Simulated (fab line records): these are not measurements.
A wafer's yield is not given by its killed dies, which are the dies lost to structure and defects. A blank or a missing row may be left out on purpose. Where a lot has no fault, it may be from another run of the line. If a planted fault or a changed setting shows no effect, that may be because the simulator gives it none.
Code-filled problem report in 8D (eight disciplines) form | flow sky130 | the parts of the form that need people (team, actions taken, sign-off) are left out

1. WHAT WENT WRONG
dose ions cm2 at SKY_NWELL_IMPLANT_13 reads a mean of 7.134e+11 on 6 wafers of 2 lots; wafers without a fault read 7.002e+11 with a standard deviation of 8e+08. That puts it +17 standard deviations away from the usual mean.
Seen first at day 8 15:16 on implanter-01, wafer L127.1. The record holds 39 wafers of 13 lots with a number at this step. The rule behind "out" and "out of limits": a value lying over 4 standard deviations away from the usual mean. All remaining wafers that have a number are taken as sound.

2. WHAT IT IS, AND WHAT IT ISN'T
question                    | is                     | is not
which readings at this step | dose ions cm2          | beam energy keV
which lots                  | L127, L133             | L110, L111, L113, L114, L115, L116, L119, L122, L123, L124, L128
which wafers of those lots  | all that have a number | -
read on which tools         | implanter-01           | implanter-03, implanter-04
when                        | from day 8 15:16       | up to then (30 sound wafers); but 3 sound wafers of L128 came after

3. THE SUSPECTS, EACH WITH WHAT RULES IT OUT
Counting: a tool at a process step up to the reading stays a suspect if it ran every lot that is out and no sound lot after the first of them.
- implanter-01 at SKY_NWELL_IMPLANT_13: kept. Every lot that is out went through it, starting with L127 (day 8 15:16), and after that it ran no sound lot; the last sound lot it ran before then is L124 (day 8 00:21). Its own dose ions cm2 readings are out on those wafers.
Remaining after the count: implanter-01 at SKY_NWELL_IMPLANT_13.

4. THE CAUSE (what the simulator had put in)
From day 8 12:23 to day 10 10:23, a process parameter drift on implanter-01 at SKY_NWELL_IMPLANT_13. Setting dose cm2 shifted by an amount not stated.
The count eliminated every tool but this one.

5. THE EFFECT CHAIN, in route order
Each row: a reading whose mean over the struck wafers that have a number lies more than 3 standard deviations from the usual. Readings are gone through only where the record gives a usual standard deviation; hours: the median, over the lots, of the time from a lot's start at the first step in this table giving one to that lot's start at this step; sigmas: the change measured in usual standard deviations.
hours | step                 | reading       | usual     | on struck wafers | change     | sigmas
0     | SKY_NWELL_IMPLANT_13 | dose ions cm2 | 7.002e+11 | 7.134e+11        | +1.322e+10 | +17
Here are the process steps it includes:
- SKY_NWELL_IMPLANT_13

6. WHAT WOULD HAVE CAUGHT IT SOONER
First out-of-limits reading in this record: day 8 15:16, which is 3 hours after fault onset at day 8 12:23.
